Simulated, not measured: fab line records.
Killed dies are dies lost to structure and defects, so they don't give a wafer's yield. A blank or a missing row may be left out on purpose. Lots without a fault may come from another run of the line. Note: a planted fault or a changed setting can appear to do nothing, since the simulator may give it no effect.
One fault through the eyes of 2 desks -- flow sky130 -- each desk has only its own numbers; what lay behind them comes last

== AT THE TOOL OWNER'S DESK: litho-track-04 ==
The tool's own readings at SKY_LOCAL_INTERCONNECT_COAT_06 (resist thk 450 nm): means of the sampled wafers that have a number, for each lot that ran on this tool. A lot is out of limits, marked OUT, if its mean lies more than 4 standard deviations from the usual mean; the brackets give that distance.
Columns: A = dispense-pressure-kPa at SKY_LOCAL_INTERCONNECT_COAT_06, usual 53 kPa; B = spin-speed-rpm at SKY_LOCAL_INTERCONNECT_COAT_06, usual 3000.4 rpm
lot,first seen here,A,B
L528,day 30 12:00,55,3001.6
L532,day 32 09:00,55,3001.0
L534,day 32 20:00,55,2928.7 (-38) OUT
L535,day 33 00:00,55,2925.9 (-39) OUT
L546,day 36 08:00,55,2997.2
This desk's finding: out of limits on L534, L535; first on L534, day 32 20:00 (spin-speed-rpm at SKY_LOCAL_INTERCONNECT_COAT_06). L528, L532, L546: within limits.

== THE METROLOGY DESK ==
What the gauges read, lot by lot, whatever tool the lot ran on: means of the sampled wafers that have a number. A lot is out of limits, marked OUT, if its mean lies more than 4 standard deviations from the usual mean; the brackets give that distance.
Columns: A = LOCAL_INTERCONNECT_TIN_RS at SKY_LOCAL_INTERCONNECT_RS_MEAS_01, usual 14.01 ohm/sq; B = cd-nm at SKY_LOCAL_INTERCONNECT_CD_MEAS_11, usual 170.1 nm
lot,first seen here,A,B
L526,day 29 02:28,14.00,170.0
L525,day 29 03:41,14.03,169.3
L528,day 30 00:03,13.97,170.2
L531,day 31 15:10,14.32,171.0
L530,day 31 17:14,14.05,170.6
L532,day 31 21:03,14.00,171.9
L534,day 32 05:46,14.04,170.0
L535,day 32 09:48,14.05,169.1
L536,day 33 03:49,14.06,173.6
L542,day 34 17:10,14.14,170.1
L543,day 34 19:43,13.76,169.3
L546,day 35 19:30,14.18,170.3
L548,day 36 11:16,13.95,172.2
This desk's finding: nothing out of limits on any of the 13 lots.

== BROUGHT TOGETHER ==
An alarm could have come from the tool owner's desk at day 32 20:00, on L534, L535.
The metrology desk saw nothing out of limits.
The metrology desk has L534, L535 on record, within its limits.
SKY_LOCAL_INTERCONNECT_COAT_06 was run on litho-track-04 by each of the lots named.

== WHAT THE SIMULATOR HAD INSERTED ==
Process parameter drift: litho-track-04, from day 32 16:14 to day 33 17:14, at SKY_LOCAL_INTERCONNECT_COAT_06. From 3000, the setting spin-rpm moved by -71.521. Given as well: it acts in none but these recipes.
Shown lots that were struck: L534, L535.
How many hours passed from the start of the fault until each desk's first out-of-limits reading: the tool owner's desk, 4.
